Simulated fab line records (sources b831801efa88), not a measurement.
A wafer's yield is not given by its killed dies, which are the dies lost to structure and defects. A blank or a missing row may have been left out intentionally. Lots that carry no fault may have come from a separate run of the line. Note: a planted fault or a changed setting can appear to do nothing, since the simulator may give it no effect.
One fault seen from 2 desks || flow sky130 || only its own numbers are on each desk; what lay behind them is given at the end

== FROM THE METROLOGY DESK ==
Means of the sampled wafers that have a number, per lot and without regard to the tool the lot ran on: this is what the gauges read. Marked OUT: a lot whose mean sits more than 4 standard deviations from the usual mean, which makes it out of limits; the brackets give that distance.
Columns: A = cdNm at SKY_FIELD_ISO_CD_MEAS_13, usual 150.4 nm; B = PWDE_TW at SKY_PWDE_TW_MEAS_10, usual 375.0; C = VIA1_W_RS at SKY_VIA1_RS_MEAS_22, usual 0.430 ohm/sq
{"lot": "L376", "first seen here": "day 2 10:27", "A": 150.5, "B": 379.1, "C": 0.426}
{"lot": "L377", "first seen here": "day 2 14:27", "A": 151.8, "B": 374.7, "C": 0.430}
{"lot": "L379", "first seen here": "day 3 02:18", "A": 150.6, "B": 369.8, "C": 0.430}
{"lot": "L380", "first seen here": "day 3 06:14", "A": 152.5, "B": 375.4, "C": 0.438}
{"lot": "L382", "first seen here": "day 3 17:42", "A": 150.2, "B": 374.7, "C": 0.433}
{"lot": "L384", "first seen here": "day 4 02:47", "A": 150.4, "B": 373.6, "C": 0.428}
{"lot": "L385", "first seen here": "day 4 08:43", "A": 149.2, "B": 373.5, "C": 0.437}
{"lot": "L394", "first seen here": "day 6 09:26", "A": 149.9, "B": 376.0, "C": 0.431}
{"lot": "L395", "first seen here": "day 6 14:43", "A": 152.2, "B": 375.3, "C": 0.423}
{"lot": "L396", "first seen here": "day 6 19:20", "A": 149.4, "B": 373.9, "C": 0.427}
{"lot": "L397", "first seen here": "day 7 00:52", "A": 150.5, "B": 376.7, "C": 0.432}
{"lot": "L398", "first seen here": "day 7 04:00", "A": 151.9, "B": 374.1, "C": 0.434}
This desk found nothing out of limits on any of the 12 lots.

== TOOL OWNER'S DESK, cvdW-01 ==
The tool's own readings at SKY_VIA1_CVD_21 (deposits W, target thk 270 nm, time 80.902 s): means of the sampled wafers that have a number, for each lot that ran on this tool. Marked OUT: a lot whose mean sits more than 4 standard deviations from the usual mean, which makes it out of limits; the brackets give that distance.
Columns: A = heaterPowerW at SKY_VIA1_CVD_21, usual 908 W
{"lot": "L376", "first seen here": "day 34 13:53", "A": 940}
{"lot": "L379", "first seen here": "day 35 04:08", "A": 962}
{"lot": "L380", "first seen here": "day 35 23:26", "A": 1004}
{"lot": "L382", "first seen here": "day 36 09:10", "A": 977}
{"lot": "L384", "first seen here": "day 37 01:35", "A": 933}
{"lot": "L385", "first seen here": "day 37 04:23", "A": 987}
{"lot": "L397", "first seen here": "day 40 21:06", "A": 993}
{"lot": "L398", "first seen here": "day 40 23:22", "A": 1006}
This desk found nothing out of limits on any of the 8 lots.

== ALL TOGETHER ==
From the metrology desk's view, nothing was out of limits.
The desk of the tool owner found nothing out of limits.

== WHAT THE SIMULATOR PUT IN ==
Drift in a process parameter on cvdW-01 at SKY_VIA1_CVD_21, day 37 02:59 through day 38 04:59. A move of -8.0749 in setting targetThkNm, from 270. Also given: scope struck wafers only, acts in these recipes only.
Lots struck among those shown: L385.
